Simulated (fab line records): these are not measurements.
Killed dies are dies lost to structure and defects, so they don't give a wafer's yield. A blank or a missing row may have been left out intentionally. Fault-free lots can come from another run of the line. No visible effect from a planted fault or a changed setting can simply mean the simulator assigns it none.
A struck lot beside a sound one :: flow sky130 :: 15 steps out of a route of 708
Sound: the wafers L698.1, L698.3, L698.4. Wafers L686.1, L686.4, L686.5 were the ones struck. At the end, the cause is stated.
Order at every step that has rows: each side's tool, ch and its chambers, its first start. Under that, the readings that differ: sound wafers :: struck wafers :: difference of the means :: sigmas: that difference in standard deviations of wafers without a fault.
alike: same words and numbers on both sides, and readings whose means sit less than 2 such deviations apart. not compared: any withheld reading, any reading some wafer has no value for, any bound like >300 that may hide the same value, and any number with overlapping values for which the record gives no deviation.
Wherever a step has rows on one side only, a row that says differs or no value, or a row with sigmas, the two part there. Numbers that have no deviation but don't overlap get no sigmas and don't part them. A reading that every wafer of one side lacks parts them only if that side has two wafers or more.

first, 4 steps without rows for these wafers: SKY_LDD_LDN_SOFTBAKE_03 (time 60 s); SKY_LDD_LDN_EXPOSE_04 (exposes mask LDNTM, target cd 700 nm); SKY_LDD_LDN_PEB_05; SKY_LDD_LDN_DEVELOP_06 (develop time 60 s).
SKY_LDD_LDN_OVL_MEAS_07:
  sound on overlay-01, day 27 08:04; struck on overlay-01, day 23 03:16
  alike: LDD_LDN_OVL
then, 4 steps without rows for these wafers: SKY_LDD_LDN_IMPLANT_08; SKY_LDD_LDN_IMPLANT_09; SKY_LDD_LDN_IMPLANT_10; SKY_LDD_LDN_IMPLANT_11.
SKY_LDD_LDN_STRIP_12: strips in O2/N2.
  sound on plasma-asher-01 ch 0,1, day 27 08:43; struck on plasma-asher-03 ch 0,1, day 23 03:55
reading: o2-flow-sccm (sccm)
sound: 3016 3013 3010
struck: 2995 2988 2995
difference: -20
sigmas: -2
  alike: drypump-motor-current-A, oes-product-au, strip-time-to-endpoint-s
  not compared: rf-hours-counter-h
SKY_LDD_LDN_TW_MEAS_13:
  sound on film-metro-03, day 27 08:49; struck on film-metro-01, day 23 04:01
  alike: LDD_LDN_TW
then, 1 step without rows for these wafers: SKY_LDD_LDN_CLEAN_14 (cleans in SC1/SC2, time 150 s).
SKY_SPACER_CVD_00: deposits Si3N4 from DCS/NH3, target thk 43.1 nm, time 740 s.
  sound on lpcvd-02 ch 1, day 27 08:55; struck on lpcvd-02 ch 0, day 23 04:07
reading: spike-tc-bottom-C (C)
sound: 786.5 786.7 787.7
struck: 841.9 841.3 840.7
difference: +54.3
sigmas: +24

reading: spike-tc-centre-C (C)
sound: 770.3 771.1 771.4
struck: 824.0 823.4 824.4
difference: +53.0
sigmas: +44

reading: spike-tc-lower-C (C)
sound: 772.8 773.2 772.3
struck: 823.4 822.2 821.1
difference: +49.5
sigmas: +41

reading: spike-tc-top-C (C)
sound: 784.1 783.1 785.1
struck: 834.0 834.5 834.2
difference: +50.1
sigmas: +46

reading: spike-tc-upper-C (C)
sound: 769.7 770.3 770.2
struck: 822.2 818.9 820.6
difference: +50.5
sigmas: +39

reading: susceptor-temp-C (C)
sound: 770.4 770.2 769.9
struck: 821.8 821.5 821.4
difference: +51.4
sigmas: +99 or more

reading: zone-power-bottom-pct (%)
sound: 17.5 17.6 17.8
struck: 22.2 22.0 21.9
difference: +4.4
sigmas: +5

reading: zone-power-centre-pct (%)
sound: 13.88 13.89 13.99
struck: 15.38 15.46 15.58
difference: +1.55
sigmas: +9

reading: zone-power-lower-pct (%)
sound: 12.64 12.64 12.73
struck: 14.77 14.67 14.53
difference: +1.99
sigmas: +13

reading: zone-power-top-pct (%)
sound: 27.5 27.4 27.1
struck: 31.9 32.1 32.6
difference: +4.9
sigmas: +7

reading: zone-power-upper-pct (%)
sound: 11.6 11.6 11.5
struck: 15.0 14.8 14.8
difference: +3.3
sigmas: +4

reading: model.Si3N4_of_SPACER_CVD_00.thk-nm (nm)
sound: 43.3 43 43.04
struck: 75.27 74.97 75.6
difference: +32.17
sigmas: 
SKY_SPACER_THK_MEAS_01:
  sound on film-metro-01, day 27 10:08; struck on film-metro-02, day 23 06:10
reading: SPACER_CVD_00_THK (nm)
sound: 43.3 43.0 43.0
struck: 75.3 74.9 75.6
difference: +32.2
sigmas: +75
  not compared: hold
SKY_PAD_OPEN_PROBE_99:
  sound wafers here have rows in the record (prober-01, day 48 17:06); struck ones have none

WHERE THEY PART
Earliest at SKY_LDD_LDN_STRIP_12; latest, in this record, at SKY_PAD_OPEN_PROBE_99.

WHY: what had been put in by the simulator
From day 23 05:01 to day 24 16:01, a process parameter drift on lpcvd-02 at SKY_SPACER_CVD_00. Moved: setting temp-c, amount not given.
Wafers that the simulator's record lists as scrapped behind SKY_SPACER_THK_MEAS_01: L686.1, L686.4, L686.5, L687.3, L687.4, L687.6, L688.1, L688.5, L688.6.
